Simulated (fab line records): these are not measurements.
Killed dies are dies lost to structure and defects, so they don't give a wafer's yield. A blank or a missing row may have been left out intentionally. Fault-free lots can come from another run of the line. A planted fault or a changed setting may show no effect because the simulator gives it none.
Which tool did it? + flow gf180mcu + 6 lots, 18 wafers sampled, at 4 steps of a route of 602

== WHAT EACH GAUGE READ, for each wafer ==
GF_POLY_GATE_THK_MEAS_01.
| lot  | measured     | on            | POLY_GATE_CVD_00_THK (nm) |
|------|--------------|---------------|---------------------------|
| L514 | day 9 07:59  | film_metro-03 | 200.0 201.4 198.8         |
| L524 | day 11 18:38 | film_metro-01 | 274.1 273.3 271.5         |
| L526 | day 12 05:34 | film_metro-03 | 197.2 197.1 197.6         |
| L529 | day 13 01:56 | film_metro-02 | 197.1 196.6 198.6         |
| L533 | day 14 07:23 | film_metro-03 | 202.3 199.9 200.9         |
| L535 | day 14 20:13 | film_metro-01 | 200.1 200.2 199.9         |

== TOOL THAT RAN EACH LOT (tool first, then ch and the chambers of the sampled wafers, then the start) ==
| lot  | GF_VT_IMPLANT_STRIP_42               | GF_VT_IMPLANT_RTA_45             | GF_POLY_GATE_CVD_00         |
|------|--------------------------------------|----------------------------------|-----------------------------|
| L514 | plasma_asher-04 ch 0,1, day 8 10:07  | rtp_anneal-02 ch 0, day 8 10:21  | lpcvd-01 ch 1, day 9 06:38  |
| L524 | plasma_asher-02 ch 1, day 10 14:29   | rtp_anneal-02 ch 0, day 10 14:45 | lpcvd-02 ch 0, day 11 16:38 |
| L526 | plasma_asher-02 ch 0,1, day 11 05:13 | rtp_anneal-01 ch 0, day 11 05:26 | lpcvd-01 ch 0, day 12 04:14 |
| L529 | plasma_asher-02 ch 0,1, day 12 00:53 | rtp_anneal-02 ch 0, day 12 01:06 | lpcvd-01 ch 0, day 13 00:37 |
| L533 | plasma_asher-03 ch 0,1, day 13 02:08 | rtp_anneal-02 ch 0, day 13 02:21 | lpcvd-02 ch 0, day 14 06:02 |
| L535 | plasma_asher-03 ch 0,1, day 13 16:11 | rtp_anneal-01 ch 0, day 13 16:25 | lpcvd-01 ch 0, day 14 18:52 |
- GF_VT_IMPLANT_STRIP_42: strips in O2/N2.
- GF_VT_IMPLANT_RTA_45: time 30 s.
- GF_POLY_GATE_CVD_00: deposits poly-Si, target thk 200 nm, time 1200 s.

== THE ANSWER, worked out from the rows above alone ==
Rule: usual is defined by the lots themselves. The widest of any qualifying gaps counts: lots, ordered by their means at a reading, are off when they make up no more than a third of the lots, leave a main group of 4 or more, and stand apart from it by 3 or more times the standard deviation of that group's means. The tables above print the reading to a certain number of digits; a main group whose means all agree to those digits is not used. A lot without any number at a reading at which 4 lots or more have one is off too. All remaining lots with rows at the step are treated as sound.
Off: L524, at GF_POLY_GATE_THK_MEAS_01 (POLY_GATE_CVD_00_THK). The main group: mean 199.2 nm, standard deviation 1.5.
If a tool, at a process step before that reading, ran all the lots that are off and no sound lot after the first of them, it fits. Those tools and the gauges at GF_POLY_GATE_THK_MEAS_01 are tried in the same way. None of those tried fits.

== WHAT THE SIMULATOR HAD PUT IN ==
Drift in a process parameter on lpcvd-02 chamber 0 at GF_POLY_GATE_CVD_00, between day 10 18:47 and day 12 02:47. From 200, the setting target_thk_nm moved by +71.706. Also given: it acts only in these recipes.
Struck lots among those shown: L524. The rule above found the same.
